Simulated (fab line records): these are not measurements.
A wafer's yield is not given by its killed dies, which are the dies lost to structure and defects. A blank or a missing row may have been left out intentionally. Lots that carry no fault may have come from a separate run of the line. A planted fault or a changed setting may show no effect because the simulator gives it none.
What tool caused it? -- flow sky130 -- at 1 step of a route of 708, 14 lots with 42 wafers sampled

## WHAT THE GAUGES SHOWED, per wafer
No reading from a measuring or inspecting step in the record can be judged against a usual standard deviation.

## EACH LOT AND THE TOOL THAT RAN IT (in order: tool; ch and the chambers of the sampled wafers; start)
lot,SKY_METAL2_SPUTTER_03
L240,"pvd-sputter-03, day 33 21:29"
L241,"pvd-sputter-02, day 34 16:28"
L243,"pvd-sputter-03, day 34 21:34"
L244,"pvd-sputter-02, day 35 09:35"
L245,"pvd-sputter-03, day 35 13:33"
L247,"pvd-sputter-03, day 36 09:42"
L253,"pvd-sputter-01, day 40 02:52"
L254,"pvd-sputter-03, day 40 04:44"
L259,"pvd-sputter-03, day 40 05:05"
L258,"pvd-sputter-01, day 40 05:23"
L257,"pvd-sputter-03, day 40 05:41"
L261,"pvd-sputter-02, day 40 08:10"
L262,"pvd-sputter-02, day 40 11:26"
L263,"pvd-sputter-03, day 40 17:59"
- SKY_METAL2_SPUTTER_03: material Ti, target thk 5 nm, time 3.3 s.

## AS READ BY THE TOOLS THEMSELVES (means over the sampled wafers that have a number; for cases with no such wafer, the mark the record gives instead)
SKY_METAL2_SPUTTER_03. Usual: cathode-dc-power-W 3000.0 W, standard deviation 0.53; chamber-pressure-pa 0.4001 Pa, standard deviation 0.00083; throttle-valve-pct 30.2 %, standard deviation 1.1.
lot,tool,cathode-dc-power-W (W),chamber-pressure-pa (Pa),throttle-valve-pct (%),flag
L240,pvd-sputter-03,2999.7,0.4001,29.3,
L241,pvd-sputter-02,3000.2,0.4001,30.8,
L243,pvd-sputter-03,2999.4,0.4007,30.3,
L244,pvd-sputter-02,-,-,-,OFF
L245,pvd-sputter-03,-,-,-,OFF
L247,pvd-sputter-03,3000.1,0.4000,30.2,
L253,pvd-sputter-01,2999.8,0.3999,29.6,
L254,pvd-sputter-03,2999.7,0.3996,30.1,
L259,pvd-sputter-03,3000.6,0.4005,30.4,
L258,pvd-sputter-01,3000.1,0.4002,30.2,
L257,pvd-sputter-03,3000.4,0.4008,31.1,
L261,pvd-sputter-02,3000.3,0.4006,31.1,
L262,pvd-sputter-02,3000.8,0.3995,31.2,
L263,pvd-sputter-03,3000.2,0.3997,30.4,

## THE ANSWER, worked out from the rows above alone
Rule: a lot counts as off when the mean over its wafers that have a number is more than 3 standard deviations away from the usual mean. A lot without any number at a reading at which 4 lots or more have one is off too. Any other lot the step has rows for is counted as sound. First the gauges in route order, then the tools' own readings, where a lot's mean is used as printed above. The first step at which some lot is off is used, and at that step the reading that is off furthest; a lot without a number counts as furthest.
Off: L244, L245, at SKY_METAL2_SPUTTER_03 (cathode-dc-power-W). Without a number there: L244, L245.
A tool fits if, at that step or a process step before it, it ran every lot that is off, and no sound lot after the first of them. No candidate that was tried fits.

## WHAT HAD BEEN PUT IN BY THE SIMULATOR
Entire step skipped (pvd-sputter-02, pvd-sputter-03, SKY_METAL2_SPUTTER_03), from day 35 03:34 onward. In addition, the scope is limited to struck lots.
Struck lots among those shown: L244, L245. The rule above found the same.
